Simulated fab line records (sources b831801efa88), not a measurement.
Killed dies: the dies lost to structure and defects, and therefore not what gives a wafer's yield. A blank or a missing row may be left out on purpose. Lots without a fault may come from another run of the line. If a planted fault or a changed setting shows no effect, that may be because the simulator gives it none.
fab line records    flow sky130
[record] lots = 5  wafers = 15  last-day = 50
route steps=708 shown VIA2@525 METAL3@532 CAPM@537 PAD_OPEN@708
lots untouched by any fault: they come from a run of this same line in which no faults occurred
start-h: hours from the record's opening day to when the first of the lot's shown wafers began    wait-h: hours since the lot's step before    " same as the row above    L1.1+2: one row covering several wafers at once    - value missing, or start not given    * or withheld: withheld    < > ~ a bound
route shown NAME@n: names a module that has steps shown in the file, with the first one's number in the route    usual: mean/standard deviation of fault-free wafers    same: alike in all rows    chamber/n: place in a boat    sites: readings site by site    _std_site: the standard deviation of these    _edge_site: mean of outer sites minus mean of inner sites    radius-mm: how far each site lies from the wafer's centre    mask NAME#n: copy n    behind: the most recent tool/chamber to have shaped the wafer    hold: what put the lot on hold/how long, in hours/how the hold closed    device: which transistor (n, p or np) failed to switch    end of line: at the end of the route, the tests of the same wafers    a step given without rows: its recipe and nothing more    killed: dies lost to structure and defects at the first sort, not the wafer's yield    map: shows each die of a wafer: x if killed, . if not, _ if none is there
set.NAME: setting as actually run; set.NAME@STEP: the setting as run at that earlier step    model.NAME: the simulator's own value behind a step, which no gauge read
lots seen at some steps along the route; tables by step, rows by wafer
services: when a tool's chamber went out of use (start-h, in hours from the record's first day, below 0 if earlier), for how many hours, and the reason
[[steps]]
[step SKY_VIA2_CLEAN_18]
[recipe] chemistry = IPA  time-s = 180  temp-c = 25
[step SKY_VIA2_CLEAN_19]
[recipe] chemistry = O3/DIW  dry = n2-spin
[step SKY_VIA2_SPUTTER_20]
[recipe] material = TiN  target-thk-nm = 20  chamber-pressure-pa = 5  power-w = 3875  time-s = 80
[step SKY_VIA2_CVD_21]
[recipe] material = W  target-thk-nm = 420  time-s = 126.4  temp-c = 400  pressure-torr = 40
[usual] heater-power-w = 848/66
lot.wafer  tool      chamber  start-h  wait-h  heater-power-w
L960.1     cvd-w-01  0        861.84   0.0     882
L960.5     "         0        "        "       861
L960.6     "         1        "        "       774
L963.1     cvd-w-01  0        883.32   0.0     859
L963.2     "         1        "        "       767
L963.5     "         1        "        "       783
L967.1     cvd-w-02  1        919.28   0.0     878
L967.2     "         0        "        "       918
L967.3     "         1        "        "       873
L974.3     cvd-w-01  1        965.60   0.1     736
L974.4     "         0        "        "       807
L974.6     "         0        "        "       817
L979.2     cvd-w-01  0        999.07   0.0     828
L979.3     "         0        "        "       829
L979.5     "         1        "        "       733
[step SKY_VIA2_RS_MEAS_22]
[recipe] thk-meas-gauge = four-point-probe  reads = W_of_VIA2_CVD_21+TiN_of_VIA2_SPUTTER_20
[usual] VIA2_W_RS = 0.2728/0.0029
lot.wafer  tool           chamber  start-h  wait-h  VIA2_W_RS[ohm/sq]
L960.1     film-metro-04  -        861.97   0.1     0.2761
L960.5     "              -        "        "       0.2739
L960.6     "              -        "        "       0.2728
L963.1     film-metro-01  -        883.45   0.1     0.2745
L963.2     "              -        "        "       0.2758
L963.5     "              -        "        "       0.2691
L967.1     film-metro-04  -        919.41   0.1     0.2722
L967.2     "              -        "        "       0.2758
L967.3     "              -        "        "       0.2713
L974.3     film-metro-01  -        965.72   0.1     0.2724
L974.4     "              -        "        "       0.2734
L974.6     "              -        "        "       0.2730
L979.2     film-metro-04  -        999.22   0.1     0.2739
L979.3     "              -        "        "       0.2726
L979.5     "              -        "        "       0.2713
[step SKY_VIA2_THK_MEAS_23]
[recipe] thk-meas-gauge = xrf  reads = W_of_VIA2_CVD_21
[usual] VIA2_W_THK = 419/5
lot.wafer  tool           chamber  start-h  wait-h  VIA2_W_THK[nm]
L960.1     film-metro-04  -        862.09   0.1     417
L960.5     "              -        "        "       421
L960.6     "              -        "        "       422
L963.1     film-metro-01  -        883.57   0.1     416
L963.2     "              -        "        "       416
L963.5     "              -        "        "       427
L967.1     film-metro-04  -        919.53   0.1     420
L967.2     "              -        "        "       415
L967.3     "              -        "        "       421
L974.3     film-metro-01  -        965.82   0.1     415
L974.4     "              -        "        "       415
L974.6     "              -        "        "       412
L979.2     film-metro-04  -        999.33   0.1     414
L979.3     "              -        "        "       417
L979.5     "              -        "        "       421
[step SKY_VIA2_CMP_24]
[recipe] stop-on = SiO2  t-overpolish-s = 20  down-force-psi = 3.5  platen-rpm = 60  target-thk-nm = 0  pad-velocity-m-s = 0.94248
[step SKY_METAL3_SPUTTER_00]
[recipe] material = Ti  target-thk-nm = 15  power-w = 3000  time-s = 10  chamber-pressure-pa = 0.4
[usual] throttle-valve-pct = 29.9/0.88
lot.wafer  tool            chamber  start-h  wait-h  throttle-valve-pct
L960.1     pvd-sputter-01  -        862.45   0.1     31.1
L960.5     "               -        "        "       30.7
L960.6     "               -        "        "       29.8
L963.1     pvd-sputter-01  -        883.93   0.2     31.3
L963.2     "               -        "        "       29.2
L963.5     "               -        "        "       29.2
L967.1     pvd-sputter-04  -        926.49   0.1     29.4
L967.2     "               -        "        "       31.3
L967.3     "               -        "        "       28.3
L974.3     pvd-sputter-01  -        966.16   0.1     31.1
L974.4     "               -        "        "       29.5
L974.6     "               -        "        "       29.8
L979.2     pvd-sputter-02  -        999.68   0.1     29.8
L979.3     "               -        "        "       28.9
L979.5     "               -        "        "       29.5
[step SKY_METAL3_SPUTTER_01]
[recipe] material = TiN  target-thk-nm = 20  power-w = 6500  time-s = 16.7  chamber-pressure-pa = 0.4
[usual] throttle-valve-pct = 29.9/0.89
lot.wafer  tool            chamber  start-h  wait-h  throttle-valve-pct
L960.1     pvd-sputter-01  -        862.48   0.0     31.3
L960.5     "               -        "        "       30.9
L960.6     "               -        "        "       29.7
L963.1     pvd-sputter-01  -        883.95   0.0     31.4
L963.2     "               -        "        "       29.2
L963.5     "               -        "        "       29.4
L967.1     pvd-sputter-04  -        926.52   0.0     29.3
L967.2     "               -        "        "       31.5
L967.3     "               -        "        "       28.4
L974.3     pvd-sputter-01  -        966.19   0.0     30.5
L974.4     "               -        "        "       29.4
L974.6     "               -        "        "       29.7
L979.2     pvd-sputter-02  -        999.70   0.0     29.7
L979.3     "               -        "        "       29.1
L979.5     "               -        "        "       29.6
[step SKY_METAL3_SPUTTER_02]
[recipe] material = AlCu  target-thk-nm = 735  power-w = 10600  time-s = 39.1  chamber-pressure-pa = 0.4
[step SKY_METAL3_SPUTTER_03]
[recipe] material = Ti  target-thk-nm = 5  power-w = 3000  time-s = 3.3  chamber-pressure-pa = 0.4
[usual] throttle-valve-pct = 29.9/0.88
lot.wafer  tool            chamber  start-h  wait-h  throttle-valve-pct
L960.1     pvd-sputter-01  -        862.54   0.0     31.3
L960.5     "               -        "        "       30.7
L960.6     "               -        "        "       29.9
L963.1     pvd-sputter-01  -        884.02   0.0     31.1
L963.2     "               -        "        "       29.4
L963.5     "               -        "        "       29.4
L967.1     pvd-sputter-04  -        926.59   0.0     29.3
L967.2     "               -        "        "       31.7
L967.3     "               -        "        "       28.8
L974.3     pvd-sputter-01  -        966.25   0.0     30.8
L974.4     "               -        "        "       29.0
L974.6     "               -        "        "       29.9
L979.2     pvd-sputter-02  -        999.77   0.0     29.7
L979.3     "               -        "        "       28.8
L979.5     "               -        "        "       29.8
[step SKY_METAL3_SPUTTER_04]
[recipe] material = TiN  target-thk-nm = 70  power-w = 6500  time-s = 58.3  chamber-pressure-pa = 0.4
[usual] throttle-valve-pct = 29.9/0.9
lot.wafer  tool            chamber  start-h  wait-h  throttle-valve-pct
L960.1     pvd-sputter-01  -        862.56   0.0     31.1
L960.5     "               -        "        "       30.6
L960.6     "               -        "        "       29.4
L963.1     pvd-sputter-01  -        884.03   0.0     31.5
L963.2     "               -        "        "       29.4
L963.5     "               -        "        "       29.4
L967.1     pvd-sputter-04  -        926.61   0.0     29.4
L967.2     "               -        "        "       31.2
L967.3     "               -        "        "       28.5
L974.3     pvd-sputter-01  -        966.27   0.0     30.9
L974.4     "               -        "        "       29.4
L974.6     "               -        "        "       29.8
L979.2     pvd-sputter-02  -        999.78   0.0     29.6
L979.3     "               -        "        "       29.0
L979.5     "               -        "        "       29.8
[step SKY_CAPM_CVD_00]
[recipe] material = SiO2  target-thk-nm = 15.5  temp-c = 400  time-s = withheld  rf-w = 450
[usual] heater-power-w = 747/74
lot.wafer  tool      chamber  start-h  wait-h  heater-power-w  model.SiO2_of_CAPM_CVD_00.thk-nm
L960.1     pecvd-02  0        862.61   0.0     685             15.08
L960.5     "         2        "        "       707             15.4
L960.6     "         1        "        "       822             15.61
L963.1     pecvd-03  1        884.08   0.0     679             15.58
L963.2     "         0        "        "       879             15.61
L963.5     "         0        "        "       867             15.77
L967.1     pecvd-02  0        926.66   0.0     665             15.89
L967.2     "         2        "        "       629             15.91
L967.3     "         1        "        "       833             15.78
L974.3     pecvd-01  1        966.32   0.0     790             15.02
L974.4     "         0        "        "       809             15.21
L974.6     "         2        "        "       782             15.33
L979.2     pecvd-01  0        999.83   0.0     798             15.33
L979.3     "         2        "        "       719             15.51
L979.5     "         1        "        "       695             15.75
[step SKY_CAPM_THK_MEAS_01]
[recipe] reads = SiO2_of_CAPM_CVD_00
[usual] CAPM_CVD_00_THK = 15.46/0.23
lot.wafer  tool           chamber  start-h  wait-h  CAPM_CVD_00_THK[nm]
L960.1     film-metro-02  -        862.63   -       15.10
L960.5     "              -        "        "       15.40
L960.6     "              -        "        "       15.62
L963.1     film-metro-02  -        884.10   -       15.59
L963.2     "              -        "        "       15.60
L963.5     "              -        "        "       15.80
L967.1     film-metro-02  -        926.69   -       15.91
L967.2     "              -        "        "       15.90
L967.3     "              -        "        "       15.81
L974.3     film-metro-04  -        966.36   -       15.03
L974.4     "              -        "        "       15.15
L974.6     "              -        "        "       15.34
L979.2     film-metro-04  -        999.87   -       15.34
L979.3     "              -        "        "       15.51
L979.5     "              -        "        "       15.80
[step SKY_CAPM_SPUTTER_02]
[recipe] material = TiN  target-thk-nm = 200  temp-c = 300  power-w = 6500  time-s = 166.7  chamber-pressure-pa = 0.4
[step SKY_CAPM_RS_MEAS_03]
[recipe] thk-meas-gauge = four-point-probe  reads = TiN_of_CAPM_SPUTTER_02
[usual] CAPM_TIN_RS = 6.89/0.072
lot.wafer  tool           chamber  start-h  wait-h  CAPM_TIN_RS[ohm/sq]
L960.1     film-metro-03  -        862.80   0.1     6.94
L960.5     "              -        "        "       6.97
L960.6     "              -        "        "       6.94
L963.1     film-metro-03  -        884.27   0.1     7.05
L963.2     "              -        "        "       7.02
L963.5     "              -        "        "       6.97
L967.1     film-metro-04  -        926.85   0.1     7.00
L967.2     "              -        "        "       7.01
L967.3     "              -        "        "       6.99
L974.3     film-metro-02  -        966.55   0.1     6.85
L974.4     "              -        "        "       6.81
L974.6     "              -        "        "       6.87
L979.2     film-metro-02  -        1000.04  0.1     6.90
L979.3     "              -        "        "       6.92
L979.5     "              -        "        "       6.78
[step SKY_CAPM_THK_MEAS_04]
[recipe] thk-meas-gauge = xrf  reads = TiN_of_CAPM_SPUTTER_02
[usual] CAPM_TIN_THK = 202.2/2.4
lot.wafer  tool           chamber  start-h  wait-h  CAPM_TIN_THK[nm]
L960.1     film-metro-03  -        862.92   0.1     201.5
L960.5     "              -        "        "       200.2
L960.6     "              -        "        "       200.4
L963.1     film-metro-03  -        884.39   0.1     195.8
L963.2     "              -        "        "       197.0
L963.5     "              -        "        "       198.4
L967.1     film-metro-04  -        926.97   0.1     200.8
L967.2     "              -        "        "       201.8
L967.3     "              -        "        "       200.4
L974.3     film-metro-02  -        966.65   0.1     202.7
L974.4     "              -        "        "       204.6
L974.6     "              -        "        "       202.1
L979.2     film-metro-02  -        1000.15  0.1     202.4
L979.3     "              -        "        "       201.6
L979.5     "              -        "        "       206.2
[step SKY_CAPM_DEHYDRATE_05]
[recipe] temp-c = 200  time-s = 60
[step SKY_CAPM_HMDS_06]
[recipe] prime-time-s = 60  prime-temp-c = 120
[step SKY_CAPM_COAT_07]
[recipe] resist = NOVOLAK  spin-rpm = 3000  resist-thk-nm = 1140
[step SKY_CAPM_SOFTBAKE_08]
[recipe] temp-c = 90  time-s = 60  resist = NOVOLAK
[step SKY_CAPM_EXPOSE_09]
[recipe] mask-id = CAPM  na = 0.6  source-shape = conventional  sigma-outer = 0.6  polarization = unpolarized  target-cd-nm = 1000  dose-mj = 159
[step SKY_CAPM_PEB_10]
[recipe] temp-c = withheld  time-s = *  resist = NOVOLAK
[step SKY_CAPM_DEVELOP_11]
[recipe] resist = NOVOLAK  developer = TMAH  develop-time-s = 60  dev-temp-c = 23
[step SKY_CAPM_OVL_MEAS_12]
[usual] CAPM_OVL = -0.2/1.3
lot.wafer  tool        chamber  start-h  wait-h  CAPM_OVL[nm]
L960.1     overlay-02  -        888.10   0.1     -0.6
L960.5     "           -        "        "       -0.9
L960.6     "           -        "        "       -0.9
L963.1     overlay-02  -        909.99   0.1     -2.5
L963.2     "           -        "        "       -1.4
L963.5     "           -        "        "       0.4
L967.1     overlay-01  -        949.84   0.1     -0.1
L967.2     "           -        "        "       1.3
L967.3     "           -        "        "       -0.5
L974.3     overlay-01  -        991.16   0.1     -1.0
L974.4     "           -        "        "       -2.1
L974.6     "           -        "        "       -0.8
L979.2     overlay-01  -        1022.86  0.1     -0.8
L979.3     "           -        "        "       -1.2
L979.5     "           -        "        "       0.3
[step SKY_CAPM_METAL_ETCH_13]
[recipe] target-depth-nm = 220  stop-on = SiO2  chemistry = Cl2/BCl3  target = TiN  pressure-mtorr = 10  icp-w = 900  bias-w = 48.5  Cl2_flow_sccm = 60  bcl3-flow-sccm = 30  time-s = 62.9
[step SKY_CAPM_STRIP_14]
[recipe] chemistry = O2/N2  power-w = 1400  pressure-mtorr = 1500  platen-temp-c = withheld  o2-flow-sccm = 3000  n2-flow-sccm = 300  overash-fraction = 0.5
[step SKY_CAPM_STRIP_15]
[recipe] chemistry = post-etch-residue-remover  time-s = 1200  temp-c = 72.5
[step SKY_CAPM_CLEAN_16]
[recipe] chemistry = IPA  time-s = 180  temp-c = 25
[step SKY_CAPM_CLEAN_17]
[recipe] chemistry = O3/DIW  dry = n2-spin
[step SKY_METAL3_DEHYDRATE_05]
[recipe] temp-c = 200  time-s = 60
[step SKY_METAL3_HMDS_06]
[recipe] prime-time-s = 60  prime-temp-c = 120
[step SKY_METAL3_COAT_07]
[recipe] resist = BARC  temp-c = withheld  time-s = withheld  spin-rpm = 3000  resist-thk-nm = 60
[step SKY_METAL3_COAT_08]
[recipe] resist = KrF-thick  spin-rpm = 3000  resist-thk-nm = 1140
[step SKY_METAL3_SOFTBAKE_09]
[recipe] temp-c = 99.19  time-s = 90  resist = KrF-thick
[step SKY_METAL3_EXPOSE_10]
[recipe] mask-id = MM3  na = 0.68  source-shape = annular  sigma-inner = 0.4  sigma-outer = 0.8  target-cd-nm = 300  dose-mj = 28
[step SKY_METAL3_PEB_11]
[recipe] peb-temp-c = withheld  peb-time-s = withheld  resist = KrF-thick
[step SKY_METAL3_DEVELOP_12]
[recipe] develop-time-s = 60  resist = KrF-thick  dev-temp-c = 21
[step SKY_METAL3_CD_MEAS_13]
[recipe] target-cd-nm = 300
[usual] cd-nm = 299.9/1.6
lot.wafer  tool       chamber  start-h  wait-h  cd-nm
L960.1     cd-sem-02  -        913.64   -       301.0
L960.5     "          -        "        "       300.4
L960.6     "          -        "        "       301.8
L963.1     cd-sem-02  -        932.52   -       301.0
L963.2     "          -        "        "       300.8
L963.5     "          -        "        "       301.1
L967.1     cd-sem-02  -        974.19   -       299.6
L967.2     "          -        "        "       300.7
L967.3     "          -        "        "       300.2
L974.3     cd-sem-02  -        1015.33  -       300.2
L974.4     "          -        "        "       300.5
L974.6     "          -        "        "       300.2
L979.2     cd-sem-01  -        1046.01  -       299.8
L979.3     "          -        "        "       302.3
L979.5     "          -        "        "       299.3
[step SKY_METAL3_OVL_MEAS_14]
[usual] METAL3_OVL = 1/5.3
lot.wafer  tool        chamber  start-h  wait-h  METAL3_OVL[nm]
L960.1     overlay-01  -        913.76   0.1     -3
L960.5     "           -        "        "       -6
L960.6     "           -        "        "       2
L963.1     overlay-01  -        932.64   0.1     9
L963.2     "           -        "        "       11
L963.5     "           -        "        "       3
L967.1     overlay-01  -        974.31   0.1     -5
L967.2     "           -        "        "       1
L967.3     "           -        "        "       -4
L974.3     overlay-01  -        1015.43  0.1     1
L974.4     "           -        "        "       -4
L974.6     "           -        "        "       -4
L979.2     overlay-01  -        1046.12  0.1     0
L979.3     "           -        "        "       2
L979.5     "           -        "        "       8
[step SKY_METAL3_DESCUM_15]
[recipe] chemistry = O2  source-power-w = 150  bias-power-w = 0  pressure-mtorr = 10  temp-c = 40  time-s = 8
[step SKY_METAL3_ETCH_16]
[recipe] chemistry = N2/H2  target = BARC  ion-energy-ev = 200  bias-w = 100  pressure-mtorr = 30  n2-flow-sccm = 100  h2-flow-sccm = 200  icp-w = 500  stop-on = SiO2  time-s = 88.2  target-depth-a = 600
[step SKY_METAL3_ETCH_17]
[recipe] target = SiO2  stop-on = TiN  chemistry = C4F8/O2/Ar  source-w = 1500  bias-w = 1200  pressure-mtorr = 40  c4f8-flow-sccm = withheld  O2_flow_sccm = 6  Ar_flow_sccm = 300  time-s = 3.9  target-depth-a = 150
[usual] oes-product-au = 0.754/0.008
lot.wafer  tool         chamber  start-h  wait-h  oes-product-au  rf-hours-counter-h  model.etch.depth-nm
L960.1     rie-diel-02  0        914.06   0.2     0.738           0                   15.08
L960.5     "            3        "        "       0.755           -                   15.4
L960.6     "            2        "        "       0.761           -                   15.61
L963.1     rie-diel-04  3        932.80   0.1     0.759           8                   15.58
L963.2     "            0        "        "       0.751           12                  15.61
L963.5     "            3        "        "       0.760           -                   15.77
L967.1     rie-diel-02  2        974.48   0.1     0.763           9                   15.89
L967.2     "            3        "        "       0.764           3                   15.91
L967.3     "            0        "        "       0.760           2                   15.78
L974.3     rie-diel-04  1        1015.58  0.0     0.741           16                  15.02
L974.4     "            0        "        "       0.751           14                  15.21
L974.6     "            3        "        "       0.743           -                   15.33
L979.2     rie-diel-02  3        1046.28  0.1     0.742           6                   15.33
L979.3     "            0        "        "       0.757           5                   15.51
L979.5     "            1        "        "       0.757           -                   15.75
[step SKY_PAD_OPEN_PROBE_99]
[usual] defect-limited-yield = 82.2/1.8  killed_at_M0_to_M3 = 44/7.1  killed_at_M4_up = 3.1/1.9  killed-at-contacts = 25/5.8  killed-at-front-end = 16/4.5  killed-at-other = 0.3/0.52  killed-dies = 88/9.1  killed-open = 48/6.8  killed-short = 39/5.8  sort_bin_3_pad_short = 0.9/0.4  sort_bin_5_function = 10.6/1.4  sort_bin_6_memory = 6.3/1.1  sort-n-pass = 404/9.1  sort-yield-pct = 82.2/1.8
[same] gross-dies = 492  killed-at-back-side = 0  sort_bin_4_leakage[%] = 0  sort_bin_8_speed[%] = 0
lot.wafer  tool       chamber  start-h  wait-h  defect-limited-yield[%]  killed_at_M0_to_M3  killed_at_M4_up  killed-at-contacts  killed-at-front-end  killed-at-other  killed-dies  killed-open  killed-short  sort_bin_3_pad_short[%]  sort_bin_5_function[%]  sort_bin_6_memory[%]  sort-n-pass  sort-yield-pct[%]  model.etest.cap-mim.bv-v  model.etest.cap-mim.leak-log10-a-cm2  model.etest.cap-mim.c-ff-um2
L960.1     prober-01  -        1089.91  0.1     83.9                     35                  5                21                  18                   0                79           47           32            1.0                      10.0                    5.1                   413          83.9               13.43                     -8.912                                2.409
L960.5     prober-01  -        1090.11  0.2     81.3                     49                  2                22                  19                   0                92           53           36            0.6                      12.2                    5.9                   400          81.3               14.18                     -8.926                                2.366
L960.6     prober-01  -        1090.16  0.2     83.3                     41                  4                19                  18                   0                82           42           39            0.6                      10.6                    5.5                   410          83.3               14.26                     -9.197                                2.322
L963.1     prober-02  -        1104.86  0.1     83.3                     30                  2                37                  12                   1                82           42           40            0.8                      10.6                    5.3                   410          83.3               14.23                     -8.892                                2.328
L963.2     prober-02  -        1104.91  0.1     82.1                     40                  3                24                  21                   0                88           54           34            0.6                      11.6                    5.7                   404          82.1               14.04                     -9.023                                2.329
L963.5     prober-02  -        1105.06  0.2     83.9                     33                  4                22                  20                   0                79           42           36            0.8                      9.6                     5.7                   413          83.9               13.76                     -9.08                                 2.306
L967.1     prober-01  -        1137.02  0.1     77.4                     58                  8                32                  13                   0                111          54           57            1.0                      13.8                    7.7                   381          77.4               14.54                     -9.011                                2.288
L967.2     prober-01  -        1137.07  0.1     79.1                     59                  4                26                  14                   0                103          51           50            0.8                      12.2                    7.9                   389          79.1               14.12                     -9.162                                2.298
L967.3     prober-01  -        1137.12  0.2     84.3                     44                  8                18                  7                    0                77           41           35            0.2                      8.1                     7.3                   415          84.3               13.92                     -9.109                                2.299
L974.3     prober-01  -        1168.33  0.2     83.9                     34                  5                23                  17                   0                79           37           42            1.4                      9.3                     5.3                   413          83.9               13.67                     -8.86                                 2.431
L974.4     prober-01  -        1168.38  0.2     82.5                     36                  2                35                  12                   1                86           49           37            0.6                      10.2                    6.7                   406          82.5               13.96                     -9.058                                2.397
L974.6     prober-01  -        1168.48  0.2     80.7                     40                  1                43                  11                   0                95           47           47            0.8                      11.0                    7.5                   397          80.7               13.08                     -8.866                                2.365
L979.2     prober-02  -        1191.66  0.1     77.8                     57                  4                38                  10                   0                109          59           50            1.0                      14.2                    6.9                   383          77.8               13.92                     -8.932                                2.378
L979.3     prober-02  -        1191.71  0.2     80.9                     47                  4                28                  15                   0                94           51           42            0.8                      8.9                     9.3                   398          80.9               13.8                      -9                                    2.337
L979.5     prober-02  -        1191.81  0.2     82.3                     50                  5                24                  8                    0                87           49           37            0.8                      10.4                    6.5                   405          82.3               13.95                     -8.988                                2.31
// killed by level:class
L960.1 VIA1:geometric-particle:open=10 CONTACT:geometric-particle:open=10 CONTACT:geometric-particle:short=5 VIA2:geometric-particle:open=5 FIELD_ISO:geometric-particle:short=4 POLY_GATE:geometric-particle:open=4 POLY_GATE:geometric-particle:short=4 LI_CONTACT:geometric-particle:open=4
L960.5 CONTACT:geometric-particle:open=11 METAL2:geometric-particle:short=11 VIA2:geometric-particle:open=9 VIA1:geometric-particle:open=8 VIA3:geometric-particle:open=7 FIELD_ISO:geometric-particle:open=5 VIA3:geometric-particle:short=5 LI_CONTACT:geometric-particle:open=4
L960.6 VIA1:geometric-particle:open=7 METAL1:geometric-particle:short=7 VIA3:geometric-particle:open=6 LI_CONTACT:geometric-particle:open=5 CONTACT:geometric-particle:open=5 POLY_GATE:geometric-particle:open=4 VIA1:geometric-particle:short=4 CONTACT:geometric-particle:short=4
L963.1 LI_CONTACT:geometric-particle:open=9 LOCAL_INTERCONNECT:geometric-particle:short=9 CONTACT:geometric-particle:short=8 VIA3:geometric-particle:open=6 CONTACT:geometric-particle:open=6 VIA1:geometric-particle:open=6 FIELD_ISO:geometric-particle:open=3 POLY_GATE:geometric-particle:short=3
L963.2 CONTACT:geometric-particle:open=11 FIELD_ISO:geometric-particle:open=7 VIA2:geometric-particle:open=7 VIA1:geometric-particle:open=7 LI_CONTACT:geometric-particle:open=6 VIA1:geometric-particle:short=6 POLY_GATE:geometric-particle:open=5 CONTACT:geometric-particle:short=5
L963.5 VIA1:geometric-particle:open=9 LI_CONTACT:geometric-particle:open=7 POLY_GATE:geometric-particle:open=5 POLY_GATE:geometric-particle:short=5 CONTACT:geometric-particle:short=5 VIA2:geometric-particle:open=5 VIA3:geometric-particle:open=5 LOCAL_INTERCONNECT:geometric-particle:short=4
L967.1 CONTACT:geometric-particle:open=15 METAL1:geometric-particle:short=10 VIA1:geometric-particle:open=9 METAL2:geometric-particle:short=8 CONTACT:geometric-particle:short=8 VIA2:geometric-particle:open=8 METAL4:geometric-particle:short=6 VIA3:geometric-particle:short=6
L967.2 VIA1:geometric-particle:open=15 CONTACT:geometric-particle:open=8 METAL3:geometric-particle:short=8 METAL2:geometric-particle:short=7 VIA3:geometric-particle:open=6 LOCAL_INTERCONNECT:geometric-particle:short=6 METAL1:geometric-particle:short=6 VIA1:geometric-particle:short=6
L967.3 VIA1:geometric-particle:open=10 VIA2:geometric-particle:open=8 VIA3:geometric-particle:open=7 METAL1:geometric-particle:short=5 METAL4:geometric-particle:short=5 LOCAL_INTERCONNECT:geometric-particle:short=4 LI_CONTACT:geometric-particle:open=4 METAL2:geometric-particle:short=4
L974.3 VIA1:geometric-particle:open=10 CONTACT:geometric-particle:open=7 VIA1:geometric-particle:short=7 LI_CONTACT:geometric-particle:open=6 LI_CONTACT:geometric-particle:short=5 VIA2:geometric-particle:open=5 FIELD_ISO:geometric-particle:short=4 POLY_GATE:geometric-particle:short=4
L974.4 CONTACT:geometric-particle:open=12 LI_CONTACT:geometric-particle:open=12 VIA1:geometric-particle:open=11 METAL2:geometric-particle:short=8 LOCAL_INTERCONNECT:geometric-particle:short=5 FIELD_ISO:geometric-particle:short=4 METAL1:geometric-particle:short=4 LI_CONTACT:geometric-particle:short=3
L974.6 CONTACT:geometric-particle:open=13 VIA1:geometric-particle:open=9 LOCAL_INTERCONNECT:geometric-particle:short=8 LI_CONTACT:geometric-particle:open=7 CONTACT:geometric-particle:short=7 VIA1:geometric-particle:short=6 FIELD_ISO:geometric-particle:short=5 LI_CONTACT:geometric-particle:short=5
L979.2 VIA1:geometric-particle:open=15 CONTACT:geometric-particle:open=12 LI_CONTACT:geometric-particle:open=8 VIA1:geometric-particle:short=8 LOCAL_INTERCONNECT:geometric-particle:short=7 VIA3:geometric-particle:open=6 VIA3:geometric-particle:short=6 CONTACT:geometric-particle:short=6
L979.3 LI_CONTACT:geometric-particle:open=11 CONTACT:geometric-particle:open=9 METAL1:geometric-particle:short=8 VIA2:geometric-particle:open=7 METAL2:geometric-particle:short=6 VIA3:geometric-particle:open=6 CONTACT:geometric-particle:short=5 VIA1:geometric-particle:short=5
L979.5 VIA1:geometric-particle:open=11 LI_CONTACT:geometric-particle:open=9 VIA1:geometric-particle:short=9 VIA3:geometric-particle:open=8 VIA2:geometric-particle:open=6 CONTACT:geometric-particle:open=6 CONTACT:geometric-particle:short=5 METAL1:geometric-particle:short=5
[[services]]
tool            chamber  start-h  hours  kind
cvd-w-02        -        839.81   2.8    pm
rie-diel-04     0        841.54   22.2   repair
pecvd-02        0        852.91   1.9    repair
pecvd-03        -        855.98   0.5    repair
pecvd-02        0        865.78   4.3    repair
rie-diel-02     0        865.92   7.0    repair
pvd-sputter-01  1        871.67   -      consumable-replace:kit
pecvd-03        0        875.81   4.1    repair
pvd-sputter-04  -        880.99   3.0    repair
cvd-w-01        -        904.00   14.0   pm
cvd-w-02        -        908.84   1.1    repair
pvd-sputter-04  -        909.13   11.2   repair
cvd-w-02        -        913.82   0.9    repair
cvd-w-02        -        958.43   1.0    repair
rie-diel-04     3        959.43   5.1    repair
pecvd-02        1        961.41   2.2    repair
pvd-sputter-04  -        968.50   10.7   repair
pvd-sputter-04  -        974.16   22.1   repair
rie-diel-04     2        981.30   12.8   repair
pecvd-01        -        990.85   0.4    repair
cvd-w-01        -        1005.02  6.9    pm
pvd-sputter-04  -        1022.30  8.8    repair
pecvd-02        -        1022.39  6.0    pm
rie-diel-02     -        1026.19  1.0    repair
[[key]]
first-sign none at tools or gauges
[model-effect] step = SKY_CAPM_CVD_00  value = SiO2_of_CAPM_CVD_00.thk-nm  without = 15.02  struck = 15.86
[model-effect] step = SKY_METAL3_ETCH_17  value = etch.depth-nm  without = 15.02  struck = 15.86
[model-effect] step = SKY_PAD_OPEN_PROBE_99  value = etest.cap-mim.bv-v  without = 13.44  struck = 14.19
met-at SKY_CAPM_CVD_00
struck-wafers L967.1,L967.2,L967.3
onset-between 862.61 926.66
also-fits SKY_VIA2_CVD_21:cvd-w-02,SKY_METAL3_SPUTTER_00:pvd-sputter-04,SKY_METAL3_SPUTTER_01:pvd-sputter-04,SKY_METAL3_SPUTTER_03:pvd-sputter-04
[fault] kind = process-parameter-drift  tool = pecvd-02  chamber = -  onset-h = 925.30  steps = SKY_CAPM_CVD_00  channel = time-s  offset = withheld  shape = step  end-h = 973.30  acts-in = *
